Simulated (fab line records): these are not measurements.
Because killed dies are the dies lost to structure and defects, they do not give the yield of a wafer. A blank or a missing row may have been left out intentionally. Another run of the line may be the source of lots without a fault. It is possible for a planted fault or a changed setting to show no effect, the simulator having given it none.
Chamber matching | flow gf180mcu | GF_SAB_CVD_00 on pecvd-01 has 3 sister chambers
The step deposits SiO2 from TEOS, target thk 50 nm, time 4.9302 s. 3 wafers are shown with their chamber, then 8 later ones without.

WAFERS WITH THEIR CHAMBER
wafer  | chamber | heater-power-w (W)
L085.1 | 0       | 747
L085.4 | 2       | 626
L093.1 | 1       | 663

WAFERS WITHOUT THEIR CHAMBER
wafer  | heater-power-w (W)
L093.3 | 718
L093.5 | 726
L094.1 | 775
L094.4 | 766
L094.6 | 678
L097.2 | 500
L097.3 | 737
L097.4 | 743

EACH ONE'S CHAMBER
wafer  | from the rows above          | in truth
L093.3 | can't be placed: 0 or 1 or 2 | 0
L093.5 | can't be placed: 0 or 1 or 2 | 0
L094.1 | can't be placed: 0 or 1      | 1
L094.4 | can't be placed: 0 or 1      | 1
L094.6 | can't be placed: 1 or 2 or 0 | 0
L097.2 | can't be placed: 2 or 1      | 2
L097.3 | can't be placed: 0 or 1      | 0
L097.4 | can't be placed: 0 or 1      | 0
0 of 8 placed correctly. Cannot be placed on the basis of these rows: 8; the candidates contain the true chamber in 8. Wrongly placed: 0.
How it was worked out, from the rows above alone: a wafer's distance from a chamber is the root of the sum, over the readings, of the square of ((its reading less the chamber's mean) divided by the reading's scatter). The wafer belongs to the nearest chamber; if the next one is less than 2 further off, it can't be placed. A chamber's mean is the mean of its shown wafers. The scatter: with one shown wafer a chamber, the root of the mean of the squares of how far each hidden wafer lies from its nearest shown one.
